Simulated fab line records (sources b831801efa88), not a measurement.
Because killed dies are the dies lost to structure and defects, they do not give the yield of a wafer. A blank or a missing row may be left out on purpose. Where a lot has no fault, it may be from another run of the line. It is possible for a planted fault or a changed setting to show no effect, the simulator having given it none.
Which of the tools did it? :: flow gf180mcu :: 17 wafers from 6 lots sampled at 2 of the route's 602 steps

== WHAT EACH GAUGE READ, for each wafer ==
GF_HV_LDD_CD_MEAS_19: the cd target is 400 nm.
lot: L183
measured: day 11 22:17
on: cd_sem-02
cd_nm (nm): 402.0 403.0 403.5

lot: L186
measured: day 12 14:02
on: cd_sem-02
cd_nm (nm): 397.8 397.2 399.3

lot: L189
measured: day 13 05:23
on: cd_sem-02
cd_nm (nm): 401.1 402.2 402.5

lot: L195
measured: day 15 04:02
on: cd_sem-02
cd_nm (nm): - - -

lot: L200
measured: day 16 18:20
on: cd_sem-02
cd_nm (nm): 398.0 398.9 400.0

lot: L203
measured: day 17 11:53
on: cd_sem-02
cd_nm (nm): 399.4 400.7

== EACH LOT AND THE TOOL THAT RAN IT (in order: tool; ch and the chambers of the sampled wafers; start) ==
lot: L183
GF_HV_LDD_COAT_14: litho_track-01 ch 0, day 11 12:26

lot: L186
GF_HV_LDD_COAT_14: litho_track-02 ch 0, day 12 04:41

lot: L189
GF_HV_LDD_COAT_14: litho_track-02 ch 0, day 12 19:41

lot: L195
GF_HV_LDD_COAT_14: litho_track-02, day 14 16:56

lot: L200
GF_HV_LDD_COAT_14: litho_track-02 ch 0, day 16 06:57

lot: L203
GF_HV_LDD_COAT_14: litho_track-04 ch 0, day 17 00:05
- GF_HV_LDD_COAT_14: resist thk 1000 nm.

== THE ANSWER, worked out from the rows above alone ==
Rule: what is usual is taken from the lots themselves. Put in order of their means at a reading, lots are off if they are a third of the lots or fewer, leave a main group of 4 or more, and stand apart from it by a gap of 3 or more times the standard deviation of the main group's means; of several such gaps the widest counts. If all means in a main group match to the digits the tables above print for the reading, that group is not used. Also off: a lot with no number at a reading for which 4 or more lots have one. Any other lot the step has rows for is counted as sound.
Off: L195, at GF_HV_LDD_CD_MEAS_19 (cd_nm). Without a number there: L195. For the main group the mean is 400.4 nm and the standard deviation 1.8.
If a tool, at a process step before that reading, ran all the lots that are off and no sound lot after the first of them, it fits. Gauges at GF_HV_LDD_CD_MEAS_19: tried the same way as those tools. No candidate that was tried fits.

== WHAT THE SIMULATOR PUT IN ==
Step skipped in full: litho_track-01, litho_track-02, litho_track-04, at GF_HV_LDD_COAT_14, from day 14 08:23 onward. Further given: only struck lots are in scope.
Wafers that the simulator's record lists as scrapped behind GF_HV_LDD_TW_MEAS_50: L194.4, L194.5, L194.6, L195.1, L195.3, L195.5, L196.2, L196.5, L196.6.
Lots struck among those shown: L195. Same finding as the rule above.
